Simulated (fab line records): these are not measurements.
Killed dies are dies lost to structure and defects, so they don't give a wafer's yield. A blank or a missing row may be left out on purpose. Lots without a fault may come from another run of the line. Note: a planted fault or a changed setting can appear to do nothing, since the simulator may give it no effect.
Which tool is to blame? ; flow gf180mcu ; 13 lots with 39 wafers sampled at 2 steps, on a route of 602 steps

== WHAT EACH GAUGE READ, for each wafer ==
GF_NWELL_OVL_MEAS_07.
lot;measured;on;NWELL_OVL (nm)
L279;day 3 13:13;overlay-01;0.7 1.2 1.1
L280;day 3 17:07;overlay-01;3.3 1.6 1.4
L281;day 3 23:46;overlay-02;-1.3 0.2 0.9
L282;day 4 05:25;overlay-01;1.9 2.2 2.1
L283;day 4 11:34;overlay-01;2.6 5.2 2.9
L284;day 4 17:19;overlay-02;-2.3 -0.7 -3.3
L285;day 4 20:55;overlay-02;0.8 0.5 -0.9
L286;day 5 06:04;overlay-02;1.4 -0.3 -1.1
L287;day 5 15:13;overlay-01;3.1 2.5 4.1
L292;day 6 12:10;overlay-01;0.4 -0.3 1.5
L296;day 7 11:52;overlay-01;1.9 0.1 2.4
L297;day 7 16:49;overlay-01;2.9 1.0 4.4
L301;day 8 15:16;overlay-01;1.7 1.3 1.9

GF_LVPWELL_OVL_MEAS_07.
lot;measured;on;LVPWELL_OVL (nm)
L279;day 4 02:26;overlay-01;0.0 0.2 -1.0
L280;day 4 06:28;overlay-02;0.1 -0.2 -1.4
L281;day 4 13:10;overlay-01;1.5 0.1 0.8
L282;day 4 19:37;overlay-01;0.6 0.4 -0.8
L283;day 5 02:13;overlay-01;1.2 2.0 1.5
L284;day 5 07:49;overlay-01;1.0 0.3 0.8
L285;day 5 11:01;overlay-02;0.2 -1.0 1.1
L286;day 5 20:40;overlay-01;0.7 2.2 -0.7
L287;day 6 06:34;overlay-02;-0.3 2.0 -0.8
L292;day 7 04:20;overlay-02;1.0 1.4 -0.2
L296;day 8 04:16;overlay-01;0.3 1.7 1.8
L297;day 8 09:04;overlay-01;1.0 0.4 -0.4
L301;day 9 08:49;overlay-02;-0.5 -1.4 1.3

== WHAT TOOL EACH LOT RAN ON (gives the tool, then ch and the chambers of the sampled wafers, and finally the start) ==
There is no process step in the record ahead of these readings.

== AS READ BY THE TOOLS THEMSELVES (means over the sampled wafers that have a number; for cases with no such wafer, the mark the record gives instead) ==
The record holds no such reading with a usual standard deviation.

== THE ANSWER, worked out from the rows above alone ==
Rule: usual is defined by the lots themselves. The widest of any qualifying gaps counts: lots, ordered by their means at a reading, are off when they make up no more than a third of the lots, leave a main group of 4 or more, and stand apart from it by 3 or more times the standard deviation of that group's means. If all means in a main group match to the digits the tables above print for the reading, that group is not used. Also off: a lot with no number at a reading for which 4 or more lots have one. The other lots that the step has rows for count as sound. After the gauges, taken in route order, come the tools' own readings; for these a lot's mean is taken, as printed above. At the first step where some lot is off, the reading lying furthest off is the one used; lots without a number count as furthest.
No lot is off at any reading shown: from this, nothing can be told.

== WHAT THE SIMULATOR HAD PUT IN ==
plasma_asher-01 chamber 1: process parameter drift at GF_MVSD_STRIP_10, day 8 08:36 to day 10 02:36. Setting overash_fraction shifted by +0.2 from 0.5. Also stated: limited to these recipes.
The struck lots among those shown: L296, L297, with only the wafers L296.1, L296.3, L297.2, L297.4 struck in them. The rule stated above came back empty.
